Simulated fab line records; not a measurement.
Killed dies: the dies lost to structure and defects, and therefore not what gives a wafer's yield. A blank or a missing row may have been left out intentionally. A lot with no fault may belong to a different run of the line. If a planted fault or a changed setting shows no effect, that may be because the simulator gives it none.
fab line records | flow sky130
record: lots: 5 wafers: 15 last_day: 50
route steps=708 shown VIA4@653 METAL5@661 PASSIVATION@681 PAD_OPEN@694
lots that met no fault: taken from a fault-free run of the same line
start_h: start of the lot's first displayed wafer, in hours after the record's first day | wait_h: time in hours since the lot's previous step | " repeats the value in the row above | L1.1+2: a row that stands for several wafers | - no value, or no start given | * or withheld: withheld | < > ~ a bound
route shown NAME@n: names a module that has steps shown in the file, with the first one's number in the route | usual: average and standard deviation across the fault-free wafers | same: alike in all rows | chamber/n: place in a boat | sites: the reading at each site | _std_site: standard deviation across them | _edge_site: inner sites' mean taken away from outer sites' mean | radius_mm: how far each site lies from the wafer's centre | mask NAME#n: copy n | behind: the tool/chamber that last shaped the wafer | hold: why the lot went on hold/how many hours it stayed there/how the hold came to an end | device: which transistor (n, p or np) failed to switch | end of line: tests run on the same wafers once the route is complete | step lacking rows: just its recipe | killed: count of dies lost to structure and defects at first sort (not the wafer's yield) | map: the dies of a wafer, with x for killed, . for not killed, _ for no die there
set.NAME: the setting the step ran with; set.NAME@STEP: the setting that earlier step ran with | model.NAME: the simulator's own value behind a step, which no gauge read
lots at selected steps of the route; one table per step, one row per wafer
services: the hour from which a tool's chamber was out of use, counted from the record's first day as start_h (under 0 if before that day), plus the number of hours and why
== steps ==
step: SKY_VIA4_STRIP_14
recipe: chemistry: post_etch_residue_remover time_s: 1200 temp_c: 72.5
step: SKY_VIA4_CLEAN_15
recipe: chemistry: IPA time_s: 180 temp_c: 25
step: SKY_VIA4_CLEAN_16
recipe: chemistry: O3/DIW dry: n2_spin
step: SKY_VIA4_SPUTTER_17
recipe: material: TiN target_thk_nm: 20 chamber_pressure_pa: 5 power_w: 4000 time_s: 80
usual: throttle_valve_pct: 30.2/0.88
columns lot.wafer tool chamber start_h wait_h throttle_valve_pct
L458.1 pvd_sputter-04 - 1010.67 0.0 29.8
L458.4 " - " " 30.2
L458.5 " - " " 29.6
L469.1 pvd_sputter-03 - 1084.88 0.0 29.0
L469.3 " - " " 31.9
L469.4 " - " " 30.1
L472.1 pvd_sputter-01 - 1095.93 0.0 31.1
L472.2 " - " " 30.4
L472.3 " - " " 29.1
L477.2 pvd_sputter-04 - 1122.62 0.0 29.7
L477.3 " - " " 30.0
L477.4 " - " " 30.6
L481.1 pvd_sputter-03 - 1142.46 0.0 29.1
L481.5 " - " " 31.9
L481.6 " - " " 32.1
step: SKY_VIA4_CVD_18
recipe: material: W target_thk_nm: 505 time_s: 152.14 temp_c: 400 pressure_torr: 40
step: SKY_VIA4_RS_MEAS_19
recipe: thk_meas_gauge: four-point-probe reads: W_of_VIA4_CVD_18+TiN_of_VIA4_SPUTTER_17
usual: VIA4_W_RS: 0.2255/0.0027
columns lot.wafer tool chamber start_h wait_h VIA4_W_RS[ohm/sq]
L458.1 film_metro-04 - 1010.88 0.1 0.2286
L458.4 " - " " 0.2262
L458.5 " - " " 0.2252
L469.1 film_metro-02 - 1085.09 0.1 0.2211
L469.3 " - " " 0.2208
L469.4 " - " " 0.2209
L472.1 film_metro-02 - 1096.14 0.1 0.2220
L472.2 " - " " 0.2197
L472.3 " - " " 0.2194
L477.2 film_metro-03 - 1122.85 0.1 0.2246
L477.3 " - " " 0.2265
L477.4 " - " " 0.2272
L481.1 film_metro-04 - 1142.67 0.1 0.2256
L481.5 " - " " 0.2294
L481.6 " - " " 0.2241
step: SKY_VIA4_THK_MEAS_20
recipe: thk_meas_gauge: xrf reads: W_of_VIA4_CVD_18
usual: VIA4_W_THK: 489/5.6
columns lot.wafer tool chamber start_h wait_h VIA4_W_THK[nm]
L458.1 film_metro-04 - 1011.00 0.1 483
L458.4 " - " " 486
L458.5 " - " " 487
L469.1 film_metro-02 - 1085.21 0.1 493
L469.3 " - " " 496
L469.4 " - " " 497
L472.1 film_metro-02 - 1096.26 0.1 492
L472.2 " - " " 496
L472.3 " - " " 500
L477.2 film_metro-03 - 1122.96 0.1 491
L477.3 " - " " 486
L477.4 " - " " 486
L481.1 film_metro-04 - 1142.79 0.1 489
L481.5 " - " " 481
L481.6 " - " " 493
step: SKY_VIA4_CMP_21
recipe: stop_on: SiO2 t_overpolish_s: 25 down_force_psi: 3.5 platen_rpm: 60 target_thk_nm: 0 pad_velocity_m_s: 0.94248
usual: motor_current_A: 11.3/1.2 overpolish_run_s: 25.001/0.0083 retaining_ring_pressure_frac: 0.999/0.0051 time_to_endpoint_s: 123/3.5
columns lot.wafer tool chamber start_h wait_h motor_current_A overpolish_run_s retaining_ring_pressure_frac time_to_endpoint_s
L458.1 cmp-02 3 1011.11 0.1 11.1 24.998 0.996 118
L458.4 " 0 " " 12.3 25.002 0.997 118
L458.5 " 3 " " 10.9 25.014 1.008 122
L469.4 cmp-01 0 1085.90 0.7 11.0 25.002 0.995 127
L469.1 " 2 " " 9.4 25.003 1.014 124
L469.3 " 3 " " 11.6 24.990 1.001 123
L472.1 cmp-02 1 1096.37 0.1 13.7 24.991 0.993 125
L472.3 " 2 " " 10.8 24.982 0.998 126
L472.2 " 3 " " 10.8 25.010 0.993 125
L477.2 cmp-02 2 1123.11 0.1 11.5 25.009 1.010 124
L477.4 " 0 " " 12.5 25.009 0.999 126
L477.3 " 1 " " 13.4 25.000 1.006 126
L481.1 cmp-01 1 1142.90 0.1 11.0 25.008 0.999 118
L481.5 " 0 " " 11.2 25.005 0.992 116
L481.6 " 1 " " 11.1 24.992 0.997 125
step: SKY_METAL5_SPUTTER_00
recipe: material: Ti target_thk_nm: 15 power_w: 3000 time_s: 10 chamber_pressure_pa: 0.4
step: SKY_METAL5_SPUTTER_01
recipe: material: TiN target_thk_nm: 20 power_w: 6500 time_s: 16.7 chamber_pressure_pa: 0.4
step: SKY_METAL5_SPUTTER_02
recipe: material: AlCu target_thk_nm: 1150 power_w: 10600 time_s: 61.2 chamber_pressure_pa: 0.4
step: SKY_METAL5_SPUTTER_03
recipe: material: Ti target_thk_nm: 5 power_w: 3000 time_s: 3.3 chamber_pressure_pa: 0.4
usual: throttle_valve_pct: 30.3/0.78
columns lot.wafer tool chamber start_h wait_h throttle_valve_pct
L458.1 pvd_sputter-02 - 1011.46 0.0 30.1
L458.4 " - " " 30.1
L458.5 " - " " 30.1
L469.1 pvd_sputter-04 - 1086.30 0.0 29.7
L469.3 " - " " 30.1
L469.4 " - " " 30.7
L472.1 pvd_sputter-04 - 1096.77 0.0 30.6
L472.2 " - " " 30.0
L472.3 " - " " 29.6
L477.2 pvd_sputter-02 - 1123.50 0.0 30.4
L477.3 " - " " 30.8
L477.4 " - " " 31.0
L481.1 pvd_sputter-02 - 1143.25 0.0 30.0
L481.5 " - " " 31.3
L481.6 " - " " 30.1
step: SKY_METAL5_SPUTTER_04
recipe: material: TiN target_thk_nm: 70 power_w: 6500 time_s: 58.3 chamber_pressure_pa: 0.4
usual: throttle_valve_pct: 30.3/0.73
columns lot.wafer tool chamber start_h wait_h throttle_valve_pct model.TiN_of_METAL5_SPUTTER_04.thk_nm
L458.1 pvd_sputter-02 - 1011.48 0.0 30.2 70
L458.4 " - " " 30.0 69.41
L458.5 " - " " 30.4 69.15
L469.1 pvd_sputter-04 - 1086.32 0.0 29.6 70.74
L469.3 " - " " 30.0 70.91
L469.4 " - " " 30.7 72.01
L472.1 pvd_sputter-04 - 1096.78 0.0 30.6 53.49
L472.2 " - " " 30.2 71.47
L472.3 " - " " 29.7 71.03
L477.2 pvd_sputter-02 - 1123.52 0.0 30.4 70.94
L477.3 " - " " 31.1 71.45
L477.4 " - " " 31.0 71.41
L481.1 pvd_sputter-02 - 1143.27 0.0 30.3 70.52
L481.5 " - " " 31.1 70.46
L481.6 " - " " 30.1 70.16
step: SKY_METAL5_RS_MEAS_05
recipe: thk_meas_gauge: four-point-probe reads: TiN_of_METAL5_SPUTTER_04+Ti_of_METAL5_SPUTTER_03+AlCu_of_METAL5_SPUTTER_02+TiN_of_METAL5_SPUTTER_01+Ti_of_METAL5_SPUTTER_00
usual: METAL5_ALCU_RS: 0.02699/0.00027
columns lot.wafer tool chamber start_h wait_h METAL5_ALCU_RS[ohm/sq]
L458.1 film_metro-01 - 1011.53 0.0 0.02726
L458.4 " - " " 0.02691
L458.5 " - " " 0.02701
L469.1 film_metro-02 - 1086.37 0.0 0.02698
L469.3 " - " " 0.02705
L469.4 " - " " 0.02688
L472.1 film_metro-04 - 1096.83 0.0 0.02721
L472.2 " - " " 0.02722
L472.3 " - " " 0.02721
L477.2 film_metro-04 - 1123.59 0.0 0.02727
L477.3 " - " " 0.02715
L477.4 " - " " 0.02736
L481.1 film_metro-02 - 1143.32 0.0 0.02691
L481.5 " - " " 0.02684
L481.6 " - " " 0.02681
step: SKY_METAL5_THK_MEAS_06
recipe: thk_meas_gauge: xrf reads: AlCu_of_METAL5_SPUTTER_02
usual: METAL5_ALCU_THK: 1166/13
columns lot.wafer tool chamber start_h wait_h hold METAL5_ALCU_THK[nm]
L458.1 film_metro-01 - 1011.65 0.1 - 1156
L458.4 " - " " - 1178
L458.5 " - " " - 1173
L469.1 film_metro-02 - 1086.49 0.1 - 1162
L469.3 " - " " - 1157
L469.4 " - " " - 1166
L472.1 film_metro-04 - 1096.95 0.1 await_dispo/0.2h/release 1203
L472.2 " - " " await_dispo/0.2h/release 1150
L472.3 " - " " await_dispo/0.2h/release 1153
L472.1 film_metro-04 - 1097.29 0.3 - 1205
L472.2 " - " " - 1147
L472.3 " - " " - 1156
L477.2 film_metro-04 - 1123.70 0.1 - 1154
L477.3 " - " " - 1164
L477.4 " - " " - 1155
L481.1 film_metro-02 - 1143.44 0.1 - 1166
L481.5 " - " " - 1177
L481.6 " - " " - 1170
step: SKY_METAL5_HMDS_08
recipe: prime_time_s: 60 prime_temp_c: 120
step: SKY_METAL5_COAT_09
recipe: resist: NOVOLAK spin_rpm: 3000 resist_thk_nm: 1800
step: SKY_METAL5_SOFTBAKE_10
recipe: temp_c: 90 time_s: 60 resist: NOVOLAK
step: SKY_METAL5_EXPOSE_11
recipe: mask_id: MM5 na: 0.6 source_shape: conventional sigma_outer: 0.6 polarization: unpolarized target_cd_nm: 1600 dose_mj: 190
step: SKY_METAL5_PEB_12
recipe: temp_c: withheld time_s: * resist: NOVOLAK
step: SKY_METAL5_DEVELOP_13
recipe: resist: NOVOLAK developer: TMAH develop_time_s: 60 dev_temp_c: 23
step: SKY_METAL5_DESCUM_14
recipe: chemistry: O2 source_power_w: 150 bias_power_w: 0 pressure_mtorr: 10 temp_c: 40 time_s: 11
step: SKY_METAL5_METAL_ETCH_15
recipe: target_depth_a: 12600 stop_on: SiO2 over_etch_frac: 0.2 time_s: 252 chemistry: Cl2/BCl3 resist_sidewall_deg: 86 pressure_mtorr: 10 icp_w: 900 bias_w: 48.5 Cl2_flow_sccm: 60 bcl3_flow_sccm: 30
usual: drypump_motor_current_A: 5.6/0.53 oes_product_au: 0.894/0.0049 throttle_valve_pct: 22.263/0.0085
columns lot.wafer tool chamber start_h wait_h drypump_motor_current_A oes_product_au rf_hours_counter_h throttle_valve_pct
L458.1 rie_metal-04 0 1034.44 0.1 6.4 0.890 1 22.278
L458.4 " 0 " " 6.3 0.896 - 22.274
L458.5 " 0 " " 6.4 0.902 - 22.279
L469.1 rie_metal-04 1 1106.76 0.0 5.5 0.898 13 22.256
L469.3 " 0 " " 6.4 0.889 - 22.255
L469.4 " 1 " " 5.5 0.891 - 22.252
L472.1 rie_metal-03 0 1117.08 0.0 4.9 0.891 26 22.268
L472.2 " 1 " " 5.5 0.895 14 22.251
L472.3 " 0 " " 4.9 0.899 - 22.257
L477.2 rie_metal-01 0 1142.58 0.0 6.2 0.884 10 22.258
L477.3 " 1 " " 5.1 0.900 - 22.248
L477.4 " 0 " " 6.2 0.896 - 22.290
L481.1 rie_metal-01 1 1160.81 0.0 5.1 0.888 27 22.268
L481.5 " 0 " " 6.2 0.893 - 22.265
L481.6 " 1 " " 5.1 0.902 - 22.262
step: SKY_METAL5_STRIP_16
recipe: chemistry: O2/N2 power_w: 1400 pressure_mtorr: 1500 platen_temp_c: withheld o2_flow_sccm: 3000 n2_flow_sccm: 300 overash_fraction: 0.5
step: SKY_METAL5_STRIP_17
recipe: chemistry: post_etch_residue_remover time_s: 1200 temp_c: 72.5
columns lot.wafer tool chamber start_h wait_h model.TiN_of_METAL5_SPUTTER_04.thk_nm
L458.1 wet_bench-02 0 1035.01 0.1 69.58
L458.4 " 0 " " 68.99
L458.5 " 0 " " 68.74
L469.1 wet_bench-04 0 1107.09 0.1 70.33
L469.3 " 0 " " 70.5
L469.4 " 0 " " 71.59
L472.1 wet_bench-04 0 1117.42 0.1 53.07
L472.2 " 0 " " 71.05
L472.3 " 0 " " 70.61
L477.2 wet_bench-02 3 1142.92 0.1 70.53
L477.3 " 3 " " 71.04
L477.4 " 3 " " 70.99
L481.1 wet_bench-04 0 1161.14 0.1 70.1
L481.5 " 0 " " 70.04
L481.6 " 0 " " 69.73
step: SKY_METAL5_CLEAN_18
recipe: chemistry: IPA time_s: 180 temp_c: 25
step: SKY_METAL5_CLEAN_19
recipe: chemistry: O3/DIW dry: n2_spin
step: SKY_PASSIVATION_CVD_00
recipe: material: SiO2 target_thk_nm: 90 temp_c: 400 time_s: withheld rf_w: 600
step: SKY_PASSIVATION_THK_MEAS_01
recipe: reads: SiO2_of_PASSIVATION_CVD_00
usual: PASSIVATION_CVD_00_THK: 90.3/1.1
columns lot.wafer tool chamber start_h wait_h PASSIVATION_CVD_00_THK[nm]
L458.1 film_metro-01 - 1035.53 - 90.6
L458.4 " - " " 90.9
L458.5 " - " " 92.4
L469.1 film_metro-01 - 1107.60 - 88.6
L469.3 " - " " 90.4
L469.4 " - " " 91.1
L472.1 film_metro-01 - 1117.97 - 90.9
L472.2 " - " " 89.6
L472.3 " - " " 90.9
L477.2 film_metro-01 - 1143.47 - 91.2
L477.3 " - " " 90.3
L477.4 " - " " 91.2
L481.1 film_metro-03 - 1162.06 - 90.8
L481.5 " - " " 90.8
L481.6 " - " " 90.7
step: SKY_PASSIVATION_CVD_02
recipe: material: Si3N4 target_thk_nm: 540 temp_c: 400 time_s: withheld rf_w: 450
step: SKY_PASSIVATION_THK_MEAS_03
recipe: reads: Si3N4_of_PASSIVATION_CVD_02
usual: PASSIVATION_CVD_02_THK: 539/6.9
columns lot.wafer tool chamber start_h wait_h PASSIVATION_CVD_02_THK[nm]
L458.1 film_metro-01 - 1035.81 - 547
L458.4 " - " " 550
L458.5 " - " " 545
L469.1 film_metro-03 - 1107.89 - 537
L469.3 " - " " 533
L469.4 " - " " 542
L472.1 film_metro-01 - 1118.25 - 534
L472.2 " - " " 539
L472.3 " - " " 539
L477.2 film_metro-02 - 1143.76 - 544
L477.3 " - " " 544
L477.4 " - " " 547
L481.1 film_metro-01 - 1162.34 - 532
L481.5 " - " " 538
L481.6 " - " " 542
step: SKY_PASSIVATION_DEHYDRATE_04
recipe: temp_c: 200 time_s: 60
step: SKY_PASSIVATION_HMDS_05
recipe: prime_time_s: 60 prime_temp_c: 120
step: SKY_PASSIVATION_COAT_06
recipe: spin_rpm: 2000 resist_thk_nm: 3000
step: SKY_PASSIVATION_SOFTBAKE_07
recipe: temp_c: 110 time_s: withheld
step: SKY_PASSIVATION_EXPOSE_08
recipe: mask_id: NSM target_cd_nm: 3000 na: 0.57 dose_mj: 260
step: SKY_PASSIVATION_PEB_09
recipe: temp_c: 115 time_s: withheld
step: SKY_PASSIVATION_DEVELOP_10
recipe: develop_time_s: 60 dev_temp_c: 23
step: SKY_PASSIVATION_ETCH_11
recipe: chemistry: CF4/O2 target_depth_nm: 725 stop_on: AlCu source_w: 800 bias_w: 150 pressure_mtorr: 150 cf4_flow_sccm: 80 O2_flow_sccm: 10 time_s: 161.1
usual: drypump_motor_current_A: 6.0/0.39 oes_product_au: 0.977/0.0071 throttle_valve_pct: 5.964/0.0087
columns lot.wafer tool chamber start_h wait_h drypump_motor_current_A oes_product_au rf_hours_counter_h throttle_valve_pct model.PASSIVATION.feature_depth_nm
L458.1 rie_diel-04 1 1057.27 - 6.6 0.977 6 5.977 712.1
L458.4 " 0 " " 6.4 0.983 19 5.964 715.1
L458.5 " 0 " " 6.4 0.977 - 5.949 710.8
L469.1 rie_diel-02 3 1127.22 - 6.4 0.977 22 5.972 701.3
L469.3 " 2 " " 5.4 0.973 20 5.962 699.5
L469.4 " 0 " " 6.4 0.986 - 5.962 710.3
L472.1 rie_diel-04 0 1137.37 - 6.4 0.952 21 5.953 682.8
L472.2 " 1 " " 6.6 0.976 9 5.959 704.8
L472.3 " 3 " " 6.0 0.971 8 5.960 706.1
L477.2 rie_diel-01 1 1161.80 - 5.9 0.991 25 5.966 710.6
L477.3 " 2 " " 5.7 0.981 15 5.959 710.7
L477.4 " 0 " " 5.7 0.982 25 5.970 714.6
L481.1 rie_diel-01 3 1179.42 - 6.1 0.976 8 5.957 697.5
L481.5 " 2 " " 5.7 0.973 - 5.969 703.9
L481.6 " 1 " " 5.8 0.975 - 5.942 707.3
step: SKY_PASSIVATION_STRIP_12
recipe: chemistry: O2/N2 power_w: 1400 pressure_mtorr: 1500 platen_temp_c: withheld overash_fraction: 0.7 o2_flow_sccm: 3000 n2_flow_sccm: 300
usual: drypump_motor_current_A: 5.3/0.34 o2_flow_sccm: 3000/9.1 oes_product_au: 0.660/0.0048 strip_time_to_endpoint_s: 31.58/0.11
same: overash_fraction: 0.7
columns lot.wafer tool chamber start_h wait_h drypump_motor_current_A o2_flow_sccm oes_product_au rf_hours_counter_h strip_time_to_endpoint_s
L458.1 plasma_asher-01 0 1057.38 0.1 4.8 2998 0.658 67 31.54
L458.4 " 1 " " 5.4 2977 0.664 - 31.65
L458.5 " 1 " " 5.4 2992 0.660 - 31.74
L469.1 plasma_asher-01 0 1127.33 0.1 4.8 3002 0.661 74 31.61
L469.3 " 0 " " 4.8 3002 0.657 - 31.68
L469.4 " 1 " " 5.4 3005 0.661 - 31.67
L472.1 plasma_asher-04 0 1137.47 0.1 5.1 3002 0.656 7 31.60
L472.2 " 1 " " 5.2 3008 0.660 7 31.57
L472.3 " 1 " " 5.3 3008 0.659 - 31.60
L477.2 plasma_asher-03 0 1161.91 0.1 6.0 3019 0.662 43 31.36
L477.3 " 0 " " 6.0 3000 0.660 - 31.36
L477.4 " 1 " " 5.9 2986 0.660 - 31.43
L481.1 plasma_asher-04 0 1179.52 0.1 5.1 2991 0.651 11 31.63
L481.5 " 1 " " 5.3 3002 0.673 - 31.53
L481.6 " 0 " " 5.1 2998 0.659 - 31.64
step: SKY_PAD_OPEN_DEHYDRATE_00
recipe: temp_c: 200 time_s: 60
step: SKY_PAD_OPEN_ETCH_07
recipe: chemistry: CF4/O2 target_depth_nm: 725 stop_on: AlCu source_w: 800 bias_w: 150 pressure_mtorr: 150 cf4_flow_sccm: 80 O2_flow_sccm: 10 time_s: 161.1
usual: drypump_motor_current_A: 5.9/0.37 oes_product_au: 0.978/0.0073 throttle_valve_pct: 5.965/0.0085
columns lot.wafer tool chamber start_h wait_h drypump_motor_current_A oes_product_au rf_hours_counter_h throttle_valve_pct model.PAD_OPEN.feature_depth_nm
L458.1 rie_diel-02 0 1078.90 - 6.3 0.992 26 5.963 712.1
L458.4 " 3 " " 6.4 0.989 19 5.964 715.1
L458.5 " 0 " " 6.3 0.984 - 5.950 710.8
L469.1 rie_diel-02 0 1145.62 - 6.4 0.977 29 5.951 701.3
L469.3 " 1 " " 6.0 0.988 21 5.968 699.5
L469.4 " 3 " " 6.4 0.990 23 5.970 710.3
L472.1 rie_diel-01 2 1155.75 - 5.7 0.953 14 5.965 682.8
L472.2 " 3 " " 6.1 0.972 7 5.962 704.8
L472.3 " 0 " " 5.7 0.976 25 5.975 706.1
L477.2 rie_diel-01 2 1178.42 - 5.7 0.978 15 5.962 710.6
L477.3 " 0 " " 5.7 0.982 26 5.974 710.7
L477.4 " 1 " " 5.9 0.993 26 5.938 714.6
L481.1 rie_diel-01 1 1193.97 - 5.8 0.973 26 5.968 697.5
L481.5 " 3 " " 6.1 0.983 - 5.956 703.9
L481.6 " 2 " " 5.7 0.978 - 5.966 707.3
step: SKY_PAD_OPEN_PROBE_99
usual: defect_limited_yield: 82.4/2 killed_at_M0_to_M3: 44/6.8 killed_at_M4_up: 3.4/2 killed_at_contacts: 24/5.2 killed_at_front_end: 15/5.2 killed_at_other: 0.2/0.46 killed_dies: 87/9.8 killed_open: 47/7.5 killed_short: 39/6.8 sort_bin_3_pad_short: 0.8/0.37 sort_bin_5_function: 10.5/1.5 sort_bin_6_memory: 6.3/1.2 sort_n_pass: 405/9.8 sort_yield_pct: 82.4/2
same: gross_dies: 492 killed_at_back_side: 0 sort_bin_4_leakage[%]: 0 sort_bin_8_speed[%]: 0
columns lot.wafer tool chamber start_h wait_h defect_limited_yield[%] killed_at_M0_to_M3 killed_at_M4_up killed_at_contacts killed_at_front_end killed_at_other killed_dies killed_open killed_short sort_bin_3_pad_short[%] sort_bin_5_function[%] sort_bin_6_memory[%] sort_n_pass sort_yield_pct[%]
L458.1 prober-02 - 1081.30 0.1 79.7 52 4 24 20 0 100 52 48 1.2 13.2 5.9 392 79.7
L458.4 prober-02 - 1081.45 0.2 82.3 43 3 22 18 1 87 46 41 1.0 10.4 6.3 405 82.3
L458.5 prober-02 - 1081.50 0.2 84.1 40 2 24 11 1 78 42 36 1.2 10.4 4.3 414 84.1
L469.1 prober-02 - 1147.97 0.1 79.9 57 2 32 7 1 99 54 45 0.4 9.8 10.0 393 79.9
L469.3 prober-02 - 1148.07 0.2 81.5 38 8 23 22 0 91 42 49 0.8 11.6 6.1 401 81.5
L469.4 prober-02 - 1148.12 0.2 82.5 35 5 29 17 0 86 55 31 0.8 10.2 6.5 406 82.5
L472.1 prober-02 - 1158.10 0.1 82.9 53 3 18 10 0 84 50 34 0.4 10.6 6.1 408 82.9
L472.2 prober-02 - 1158.15 0.1 80.5 49 2 22 23 0 96 47 49 0.6 12.0 6.9 396 80.5
L472.3 prober-02 - 1158.20 0.2 77.6 56 1 24 29 0 110 58 52 1.0 14.6 6.7 382 77.6
L477.2 prober-01 - 1180.79 0.1 83.5 42 3 28 8 0 81 42 39 0.8 10.4 5.3 411 83.5
L477.3 prober-01 - 1180.84 0.2 81.5 48 1 28 14 0 91 40 51 0.6 11.8 6.1 401 81.5
L477.4 prober-01 - 1180.89 0.2 82.9 39 1 28 16 0 84 50 34 0.8 10.0 6.3 408 82.9
L481.1 prober-01 - 1196.49 0.1 82.7 48 8 15 14 0 85 46 39 0.8 10.8 5.7 407 82.7
L481.5 prober-01 - 1196.69 0.2 83.3 30 8 28 16 0 82 45 37 0.4 10.0 6.3 410 83.3
L481.6 prober-01 - 1196.74 0.2 81.7 52 5 22 11 0 90 49 41 1.0 10.0 7.3 402 81.7
killed by level:class
L458.1 VIA2:geometric_particle:open=10 CONTACT:geometric_particle:open=9 METAL1:geometric_particle:short=8 VIA1:geometric_particle:open=8 FIELD_ISO:geometric_particle:short=5 VIA1:geometric_particle:short=5 METAL2:geometric_particle:short=5 VIA3:geometric_particle:open=5
L458.4 VIA1:geometric_particle:open=14 LOCAL_INTERCONNECT:geometric_particle:short=7 POLY_GATE:geometric_particle:short=6 LI_CONTACT:geometric_particle:open=6 VIA3:geometric_particle:open=6 CONTACT:geometric_particle:open=5 VIA2:geometric_particle:open=5 VIA3:geometric_particle:short=5
L458.5 VIA1:geometric_particle:open=11 CONTACT:geometric_particle:open=10 LOCAL_INTERCONNECT:geometric_particle:short=8 VIA2:geometric_particle:open=7 VIA3:geometric_particle:open=5 FIELD_ISO:geometric_particle:short=4 LI_CONTACT:geometric_particle:open=4 METAL1:geometric_particle:short=4
L469.1 VIA1:geometric_particle:open=12 CONTACT:geometric_particle:open=11 LI_CONTACT:geometric_particle:open=10 VIA3:geometric_particle:open=9 VIA1:geometric_particle:short=7 METAL2:geometric_particle:short=7 VIA2:geometric_particle:open=7 METAL1:geometric_particle:short=5
L469.3 LI_CONTACT:geometric_particle:open=7 VIA2:geometric_particle:open=7 POLY_GATE:geometric_particle:open=6 VIA1:geometric_particle:open=6 POLY_GATE:geometric_particle:short=5 CONTACT:geometric_particle:open=5 METAL1:geometric_particle:short=5 VIA3:geometric_particle:short=5
L469.4 CONTACT:geometric_particle:open=11 VIA1:geometric_particle:open=9 LI_CONTACT:geometric_particle:open=8 VIA2:geometric_particle:open=7 POLY_GATE:geometric_particle:open=6 CONTACT:geometric_particle:short=5 VIA3:geometric_particle:open=4 FIELD_ISO:geometric_particle:short=3
L472.1 VIA2:geometric_particle:open=12 VIA1:geometric_particle:open=10 CONTACT:geometric_particle:open=8 METAL1:geometric_particle:short=7 VIA1:geometric_particle:short=5 VIA3:geometric_particle:open=5 LI_CONTACT:geometric_particle:open=3 METAL2:geometric_particle:short=3
L472.2 VIA2:geometric_particle:open=9 CONTACT:geometric_particle:open=8 CONTACT:geometric_particle:short=8 VIA1:geometric_particle:open=8 POLY_GATE:geometric_particle:open=7 METAL1:geometric_particle:short=7 FIELD_ISO:geometric_particle:short=6 VIA3:geometric_particle:open=6
L472.3 VIA1:geometric_particle:open=13 METAL1:geometric_particle:short=10 METAL2:geometric_particle:short=9 FIELD_ISO:geometric_particle:short=8 POLY_GATE:geometric_particle:short=8 CONTACT:geometric_particle:open=8 VIA2:geometric_particle:open=8 FIELD_ISO:geometric_particle:open=6
L477.2 CONTACT:geometric_particle:open=16 METAL1:geometric_particle:short=8 VIA1:geometric_particle:open=7 METAL2:geometric_particle:short=6 VIA2:geometric_particle:open=5 LI_CONTACT:geometric_particle:open=4 VIA1:geometric_particle:short=4 VIA3:geometric_particle:open=4
L477.3 VIA1:geometric_particle:open=12 METAL1:geometric_particle:short=10 LI_CONTACT:geometric_particle:open=7 METAL2:geometric_particle:short=7 CONTACT:geometric_particle:open=6 LOCAL_INTERCONNECT:geometric_particle:short=5 CONTACT:geometric_particle:short=5 FIELD_ISO:geometric_particle:short=4
L477.4 CONTACT:geometric_particle:open=11 VIA1:geometric_particle:open=9 LI_CONTACT:geometric_particle:open=8 VIA2:geometric_particle:open=8 VIA3:geometric_particle:open=6 FIELD_ISO:geometric_particle:open=4 METAL2:geometric_particle:short=4 FIELD_ISO:geometric_particle:short=3
L481.1 VIA3:geometric_particle:open=11 LI_CONTACT:geometric_particle:open=9 VIA1:geometric_particle:open=8 METAL1:geometric_particle:short=7 METAL4:geometric_particle:short=6 VIA1:geometric_particle:short=6 METAL3:geometric_particle:short=6 POLY_GATE:geometric_particle:open=4
L481.5 LI_CONTACT:geometric_particle:open=9 VIA1:geometric_particle:open=8 LOCAL_INTERCONNECT:geometric_particle:short=7 FIELD_ISO:geometric_particle:open=6 CONTACT:geometric_particle:open=6 VIA2:geometric_particle:open=5 METAL4:geometric_particle:short=5 CONTACT:geometric_particle:short=4
L481.6 VIA1:geometric_particle:open=11 CONTACT:geometric_particle:open=9 METAL2:geometric_particle:short=8 LI_CONTACT:geometric_particle:open=7 VIA3:geometric_particle:open=7 METAL1:geometric_particle:short=5 VIA2:geometric_particle:open=5 VIA1:geometric_particle:short=5
== services ==
columns tool chamber start_h hours kind
pvd_sputter-03 - 988.03 3.4 repair
rie_metal-04 - 1013.40 0.1 repair
rie_diel-04 1 1016.73 2.1 repair
rie_metal-04 1 1019.89 15.9 repair
pvd_sputter-04 - 1020.62 0.9 repair
cmp-01 - 1039.91 1.2 repair
rie_diel-01 1 1039.92 1.5 repair
plasma_asher-01 - 1048.08 2.8 pm
pvd_sputter-03 - 1052.32 6.8 repair
plasma_asher-04 - 1055.25 9.0 pm
rie_diel-04 - 1058.04 2.6 repair
cmp-02 - 1064.51 0.4 repair
cmp-02 - 1080.51 2.8 repair
cmp-02 - 1084.03 4.0 pm
pvd_sputter-03 - 1085.42 2.2 repair
rie_diel-04 3 1094.49 5.6 repair
rie_diel-02 1 1096.57 46.1 repair
rie_diel-01 - 1097.53 0.6 repair
cmp-02 - 1100.02 14.4 pm
pvd_sputter-04 - 1153.48 1.0 repair
cmp-02 - 1159.25 5.6 pm
rie_diel-02 2 1161.34 1.4 repair
pvd_sputter-02 - 1164.37 4.5 repair
cmp-02 - 1190.97 0.6 repair
== key ==
first_sign: step: SKY_METAL5_THK_MEAS_06 reading: visit direction: added
effect: step: SKY_METAL5_THK_MEAS_06 reading: hold direction: added
model_effect: step: SKY_METAL5_SPUTTER_04 value: TiN_of_METAL5_SPUTTER_04.thk_nm without: 71.21 struck: 53.49
model_effect: step: SKY_METAL5_STRIP_17 value: TiN_of_METAL5_SPUTTER_04.thk_nm without: 70.79 struck: 53.07
model_effect: step: SKY_PASSIVATION_ETCH_11 value: PASSIVATION.feature_depth_nm without: 700.5 struck: 682.8
model_effect: step: SKY_PAD_OPEN_ETCH_07 value: PAD_OPEN.feature_depth_nm without: 700.5 struck: 682.8
met_at SKY_METAL5_SPUTTER_04
struck_wafers L472.1
onset_between 1086.32 1096.78
fault: kind: process_parameter_drift tool: pvd_sputter-04 chamber: - onset_h: 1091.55 steps: SKY_METAL5_SPUTTER_04 channel: target_thk_nm offset: -17.72 shape: step end_h: 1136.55 scope: struck_wafers_only acts_in: these_recipes_only stated: 70
